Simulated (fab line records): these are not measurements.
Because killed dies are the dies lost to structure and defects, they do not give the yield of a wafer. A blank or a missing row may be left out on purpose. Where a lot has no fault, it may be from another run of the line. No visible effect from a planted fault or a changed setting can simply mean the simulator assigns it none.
Which of the tools did it? | flow sky130 | 13 lots with 38 wafers sampled at 2 steps, on a route of 708 steps

WHAT EACH GAUGE READ, for each wafer
SKY_VIA2_CD_MEAS_12: the cd target is 200 nm. Usual: cd-nm reads 200.1 nm (standard deviation 1.7).
lot  | measured     | on        | cd-nm (nm)        | flag
L605 | day 36 05:26 | cd-sem-01 | 199.1 199.6 198.8 |
L606 | day 36 11:56 | cd-sem-02 | 198.0 198.0 196.1 |
L607 | day 37 06:31 | cd-sem-02 | 199.7 200.5 201.6 |
L608 | day 37 09:10 | cd-sem-01 | 200.0 199.6 198.3 |
L612 | day 38 16:38 | cd-sem-01 | 199.5 201.5 200.0 |
L611 | day 38 17:22 | cd-sem-01 | 200.4 200.2 200.6 |
L610 | day 38 19:16 | cd-sem-02 | 200.4 200.8 201.7 |
L613 | day 38 20:17 | cd-sem-01 | 198.6 198.4 198.2 |
L620 | day 40 16:56 | cd-sem-02 | 198.6 198.3       |
L621 | day 41 03:03 | cd-sem-01 | 198.4 199.0 198.5 |
L622 | day 41 08:13 | cd-sem-01 | 199.8 200.2 201.0 |
L626 | day 42 05:09 | cd-sem-02 | 201.5 203.4 202.4 |
L628 | day 42 20:13 | cd-sem-01 | 200.9 201.6 201.9 |

SKY_VIA2_THK_MEAS_23: measures by xrf. Usual: VIA2_W_THK typically reads 419 nm, with standard deviation 8.
lot  | measured     | on            | VIA2_W_THK (nm) | flag
L605 | day 36 06:36 | film-metro-02 | 408 413 420     |
L606 | day 36 13:05 | film-metro-02 | 417 411 411     |
L607 | day 37 07:41 | film-metro-01 | 418 409 411     |
L608 | day 37 10:19 | film-metro-02 | 399 400 408     |
L612 | day 38 18:14 | film-metro-02 | 411 406 411     |
L611 | day 38 18:38 | film-metro-04 | 435 426 423     |
L610 | day 38 20:31 | film-metro-02 | 418 413 414     |
L613 | day 38 21:33 | film-metro-04 | 429 437 428     |
L620 | day 40 18:04 | film-metro-02 | 421 417         |
L621 | day 41 04:13 | film-metro-01 | 428 433 430     |
L622 | day 41 09:23 | film-metro-02 | 416 408 409     |
L626 | day 42 06:19 | film-metro-02 | 419 420 419     |
L628 | day 42 21:24 | film-metro-02 | 426 421 422     |

WHAT TOOL EACH LOT RAN ON (gives the tool, then ch and the chambers of the sampled wafers, and finally the start)
No process step before these readings appears in the record.

AS READ BY THE TOOLS THEMSELVES (means over the sampled wafers that have a number; for cases with no such wafer, the mark the record gives instead)
The record holds no such reading with a usual standard deviation.

THE ANSWER, worked out from the rows above alone
Rule: lot off if the mean of its wafers having a number is beyond 3 standard deviations from the usual mean. A lot without any number at a reading at which 4 lots or more have one is off too. Where the step has rows for the other lots, those lots are counted as sound. After the gauges, taken in route order, come the tools' own readings; for these a lot's mean is taken, as printed above. The first step at which some lot is off is used, and at that step the reading that is off furthest; a lot without a number counts as furthest.
No lot is off on any of the readings shown, so nothing can be concluded from this.

WHAT HAD BEEN PUT IN BY THE SIMULATOR
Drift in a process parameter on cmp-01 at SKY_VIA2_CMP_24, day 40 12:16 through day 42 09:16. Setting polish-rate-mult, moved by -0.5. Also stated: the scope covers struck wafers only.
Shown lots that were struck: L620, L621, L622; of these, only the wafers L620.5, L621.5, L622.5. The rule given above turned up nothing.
